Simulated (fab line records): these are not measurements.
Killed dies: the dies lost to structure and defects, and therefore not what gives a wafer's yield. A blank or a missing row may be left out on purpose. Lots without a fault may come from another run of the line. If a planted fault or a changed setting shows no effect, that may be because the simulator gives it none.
fab line records ; flow gf180mcu
record lots=6; wafers=18; lastDay=34
route steps=602 shown HV_LDD@199
lots with no fault: from the same line, run without faults
startH: hours from the record's first day to the start of the lot's first wafer shown ; waitH: time in hours since the lot's previous step ; " same as the row above ; L1.1+2: a single row standing in for several wafers ; - value missing, or start not given ; * or withheld: withheld ; < > ~ a bound
route shown NAME@n: a module of which the file shows steps, and the number in the route of the first ; usual: mean/standard deviation taken from wafers without a fault ; same: alike in all rows ; chamber/n: place in a boat ; sites: readings site by site ; _std_site: their standard deviation ; _edge_site: the outer-site mean with the inner-site mean subtracted ; radiusMm: how far each site lies from the wafer's centre ; mask NAME#n: copy n ; behind: the tool/chamber that last shaped the wafer ; hold: the reason the lot was held/the length of the hold in hours/how it ended ; device: which transistor (n, p or np) failed to switch ; end of line: tests of these same wafers at the route's end ; a step with no rows: only its recipe ; killed: the dies lost at the first sort to structure and to defects; this is not the yield of the wafer ; map: per-die view of a wafer (x killed, . not killed, _ where there is no die)
set.NAME: the setting as run; set.NAME@STEP: as run at that earlier step ; model.NAME: the simulator's own value behind a step, which no gauge read
lots at selected steps of the route; one table per step, one row per wafer
services: a tool's chamber out of use, with start hour (startH, from the record's first day; less than 0 if before it), hours out, and reason
## steps
# step GF_HV_LDD_TW_MEAS_23
# usual HV_LDD_2_TW=1067/5.5
lot.wafer;tool;chamber;startH;waitH;HV_LDD_2_TW
L337.1;filmMetro-03;-;260.93;0.1;1064
L337.5;filmMetro-03;-;260.93;0.1;1066
L337.6;filmMetro-03;-;260.93;0.1;1065
L338.1;filmMetro-04;-;269.52;0.1;1072
L338.2;filmMetro-04;-;269.52;0.1;1072
L338.6;filmMetro-04;-;269.52;0.1;1070
L339.2;filmMetro-03;-;282.03;0.1;1058
L339.3;filmMetro-03;-;282.03;0.1;1070
L339.4;filmMetro-03;-;282.03;0.1;1069
L341.1;filmMetro-04;-;294.08;0.1;1072
L341.5;filmMetro-04;-;294.08;0.1;1067
L341.6;filmMetro-04;-;294.08;0.1;1067
L353.4;filmMetro-01;-;395.85;0.1;1058
L353.5;filmMetro-01;-;395.85;0.1;1065
L353.6;filmMetro-01;-;395.85;0.1;1058
L355.3;filmMetro-03;-;413.25;0.1;1066
L355.5;filmMetro-03;-;413.25;0.1;1063
L355.6;filmMetro-03;-;413.25;0.1;1064
# step GF_HV_LDD_DEHYDRATE_24
# recipe tempC=200; timeS=60
# step GF_HV_LDD_HMDS_25
# recipe primeTimeS=60; primeTempC=120
# step GF_HV_LDD_COAT_26
# recipe resist=NOVOLAK; spinRpm=3000; resistThkNm=1000
# step GF_HV_LDD_SOFTBAKE_27
# recipe tempC=90; timeS=60; resist=NOVOLAK
# step GF_HV_LDD_EXPOSE_28
# recipe maskId=Nplus_HV_AREA; targetCdNm=400; na=0.6; sourceShape=conventional; sigmaOuter=0.6; doseMj=140
# step GF_HV_LDD_PEB_29
# recipe tempC=withheld; timeS=*; resist=NOVOLAK
# step GF_HV_LDD_DEVELOP_30
# recipe developTimeS=60; devTempC=23
# step GF_HV_LDD_CD_MEAS_31
# recipe targetCdNm=400
# usual cdNm=399.6/2.9
lot.wafer;tool;chamber;startH;waitH;cdNm
L337.1;cdSem-01;-;279.86;0.1;397.1
L337.5;cdSem-01;-;279.86;0.1;397.8
L337.6;cdSem-01;-;279.86;0.1;397.9
L338.1;cdSem-01;-;288.56;0.1;399.5
L338.2;cdSem-01;-;288.56;0.1;398.9
L338.6;cdSem-01;-;288.56;0.1;398.8
L339.2;cdSem-01;-;301.84;0.1;401.7
L339.3;cdSem-01;-;301.84;0.1;401.6
L339.4;cdSem-01;-;301.84;0.1;404.0
L341.1;cdSem-01;-;313.47;0.1;399.4
L341.5;cdSem-01;-;313.47;0.1;399.7
L341.6;cdSem-01;-;313.47;0.1;399.6
L353.4;cdSem-01;-;418.64;0.1;397.8
L353.5;cdSem-01;-;418.64;0.1;397.5
L353.6;cdSem-01;-;418.64;0.1;397.4
L355.3;cdSem-02;-;437.11;0.1;398.2
L355.5;cdSem-02;-;437.11;0.1;395.6
L355.6;cdSem-02;-;437.11;0.1;398.7
# step GF_HV_LDD_OVL_MEAS_32
# usual HV_LDD_02_OVL=1.9/1.3
lot.wafer;tool;chamber;startH;waitH;HV_LDD_02_OVL[nm]
L337.1;overlay-01;-;279.98;0.1;1.6
L337.5;overlay-01;-;279.98;0.1;2.8
L337.6;overlay-01;-;279.98;0.1;2.4
L338.1;overlay-02;-;288.68;0.1;2.0
L338.2;overlay-02;-;288.68;0.1;1.7
L338.6;overlay-02;-;288.68;0.1;2.6
L339.2;overlay-02;-;301.95;0.1;1.9
L339.3;overlay-02;-;301.95;0.1;1.4
L339.4;overlay-02;-;301.95;0.1;-0.5
L341.1;overlay-02;-;313.59;0.1;1.0
L341.5;overlay-02;-;313.59;0.1;4.2
L341.6;overlay-02;-;313.59;0.1;1.6
L353.4;overlay-02;-;418.72;0.1;5.2
L353.5;overlay-02;-;418.72;0.1;1.3
L353.6;overlay-02;-;418.72;0.1;2.6
L355.3;overlay-01;-;437.20;0.1;0.9
L355.5;overlay-01;-;437.20;0.1;2.3
L355.6;overlay-01;-;437.20;0.1;1.5
# step GF_HV_LDD_IMPLANT_33
# recipe species=P; energyKev=60; doseCm2=7.5e+12; tiltDeg=30; rotationDeg=0
# step GF_HV_LDD_IMPLANT_34
# recipe species=P; energyKev=60; doseCm2=7.5e+12; tiltDeg=30; rotationDeg=90
# step GF_HV_LDD_IMPLANT_35
# recipe species=P; energyKev=60; doseCm2=7.5e+12; tiltDeg=30; rotationDeg=180
# usual beamEnergyKeV=60.004/0.018; beamOnS=9.98/0.19
lot.wafer;tool;chamber;startH;waitH;beamEnergyKeV;beamOnS
L337.1;implanter-03;0;280.32;0.1;59.998;10.21
L337.5;implanter-03;0;280.32;0.1;60.020;10.09
L337.6;implanter-03;0;280.32;0.1;60.037;9.83
L338.1;implanter-03;-;289.02;0.1;-;-
L338.2;implanter-03;-;289.02;0.1;-;-
L338.6;implanter-03;-;289.02;0.1;-;-
L339.2;implanter-03;-;302.30;0.1;-;-
L339.3;implanter-03;-;302.30;0.1;-;-
L339.4;implanter-03;-;302.30;0.1;-;-
L341.1;implanter-01;0;313.92;0.1;60.032;9.72
L341.5;implanter-01;0;313.92;0.1;60.020;10.28
L341.6;implanter-01;0;313.92;0.1;60.002;10.02
L353.4;implanter-03;0;419.11;0.1;59.989;9.95
L353.5;implanter-03;0;419.11;0.1;60.000;10.46
L353.6;implanter-03;0;419.11;0.1;59.996;10.21
L355.3;implanter-01;0;437.57;0.1;59.999;10.09
L355.5;implanter-01;0;437.57;0.1;59.988;9.98
L355.6;implanter-01;0;437.57;0.1;59.976;9.60
# step GF_HV_LDD_IMPLANT_36
# recipe species=P; energyKev=60; doseCm2=7.5e+12; tiltDeg=31.82; rotationDeg=270
# step GF_HV_LDD_STRIP_37
# recipe chemistry=O2/N2; powerW=1400; pressureMtorr=1500; platenTempC=250; o2FlowSccm=3000; n2FlowSccm=300; overashFraction=0.5
# usual drypumpMotorCurrentA=5.9/0.54; heaterPowerW=354/28; oesProductAu=0.716/0.0043; stripTimeToEndpointS=12.65/0.03
lot.wafer;tool;chamber;startH;waitH;drypumpMotorCurrentA;heaterPowerW;oesProductAu;rfHoursCounterH;stripTimeToEndpointS
L337.1;plasmaAsher-02;1;280.62;0.1;5.9;404;0.721;64;12.63
L337.5;plasmaAsher-02;0;280.62;0.1;5.0;348;0.713;-;12.66
L337.6;plasmaAsher-02;1;280.62;0.1;5.9;393;0.715;-;12.62
L338.1;plasmaAsher-04;0;289.32;0.1;6.2;318;0.712;66;12.63
L338.2;plasmaAsher-04;1;289.32;0.1;6.4;339;0.711;66;12.64
L338.6;plasmaAsher-04;0;289.32;0.1;6.2;312;0.715;-;12.66
L339.2;plasmaAsher-01;0;302.58;0.1;6.6;358;0.711;53;12.64
L339.3;plasmaAsher-01;0;302.58;0.1;6.5;354;0.722;-;12.62
L339.4;plasmaAsher-01;1;302.58;0.1;6.2;342;0.712;-;12.62
L341.1;plasmaAsher-02;1;314.22;0.1;5.9;392;0.718;68;12.69
L341.5;plasmaAsher-02;0;314.22;0.1;5.0;339;0.724;-;12.67
L341.6;plasmaAsher-02;1;314.22;0.1;5.9;396;0.716;-;12.66
L353.4;plasmaAsher-02;0;419.37;0.1;5.0;333;0.728;-;12.66
L353.5;plasmaAsher-02;1;419.37;0.1;5.9;389;0.710;-;12.67
L353.6;plasmaAsher-02;0;419.37;0.1;5.0;340;0.726;-;12.70
L355.3;plasmaAsher-02;1;437.85;0.1;5.9;396;0.717;-;12.64
L355.5;plasmaAsher-02;0;437.85;0.1;5.0;344;0.716;-;12.67
L355.6;plasmaAsher-02;1;437.85;0.1;5.9;399;0.712;-;12.63
# step GF_HV_LDD_TW_MEAS_38
# usual HV_LDD_3_TW=1450/10
lot.wafer;tool;chamber;startH;waitH;HV_LDD_3_TW
L337.1;filmMetro-03;-;280.72;0.1;1458
L337.5;filmMetro-03;-;280.72;0.1;1455
L337.6;filmMetro-03;-;280.72;0.1;1450
L338.1;filmMetro-01;-;289.42;0.1;1327
L338.2;filmMetro-01;-;289.42;0.1;1331
L338.6;filmMetro-01;-;289.42;0.1;1328
L339.2;filmMetro-01;-;302.69;0.1;1330
L339.3;filmMetro-01;-;302.69;0.1;1327
L339.4;filmMetro-01;-;302.69;0.1;1337
L341.1;filmMetro-03;-;314.32;0.1;1451
L341.5;filmMetro-03;-;314.32;0.1;1450
L341.6;filmMetro-03;-;314.32;0.1;1449
L353.4;filmMetro-03;-;419.47;0.1;1454
L353.5;filmMetro-03;-;419.47;0.1;1448
L353.6;filmMetro-03;-;419.47;0.1;1453
L355.3;filmMetro-04;-;437.94;0.1;1466
L355.5;filmMetro-04;-;437.94;0.1;1463
L355.6;filmMetro-04;-;437.94;0.1;1465
# step GF_HV_LDD_DEHYDRATE_39
# recipe tempC=200; timeS=60
## services
tool;chamber;startH;hours;kind
plasmaAsher-01;-;281.07;15.6;pm
implanter-01;-;283.34;1.7;repair
implanter-01;-;289.17;3.7;repair
plasmaAsher-01;-;308.23;0.4;repair
implanter-01;-;325.67;4.7;repair
implanter-01;-;360.87;1.2;repair
implanter-03;-;373.48;6.8;repair
implanter-03;-;374.89;4.1;repair
implanter-01;-;405.19;4.8;repair
plasmaAsher-02;-;421.25;9.0;pm
plasmaAsher-02;0;421.25;9.0;ventCycle
plasmaAsher-02;1;421.25;9.0;ventCycle
plasmaAsher-02;0;430.25;-;clean
plasmaAsher-02;1;430.25;-;clean
## key
firstSign step=GF_HV_LDD_IMPLANT_35; reading=toolRecord; direction=missing
effect step=GF_HV_LDD_TW_MEAS_38; reading=HV_LDD_3_TW; direction=down; sigmas=12; usual=1450; struck=1330
metAt GF_HV_LDD_IMPLANT_35
struckWafers L338.1,L338.2,L338.6,L339.2,L339.3,L339.4
laterRowsLeftOut L338.1,L338.2,L338.6,L339.2,L339.3,L339.4
sortLeftOut L338.1,L338.2,L338.6,L339.2,L339.3,L339.4
testerLeftOut L338,L339
onsetBetween 280.32 289.02
fault kind=skippedStepWhole; tool=implanter-03; chamber=-; onsetH=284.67; steps=GF_HV_LDD_IMPLANT_35; scope=struckLotsOnly
# testerLeftOut: of these lots the tester's yield and bins aren't shown, on N5 and GAA mostly nor the transistor test; their killed dies are dies lost to structure and defects alone, not to doping, threshold or leakage, so they don't give the yield
# sortLeftOut: the simulated sort isn't trusted on such a fault, so these wafers' sort isn't shown, and their yield isn't known
# laterRowsLeftOut: the simulator's readings of these wafers behind a module that went badly wrong aren't trusted and aren't shown, but for the sort
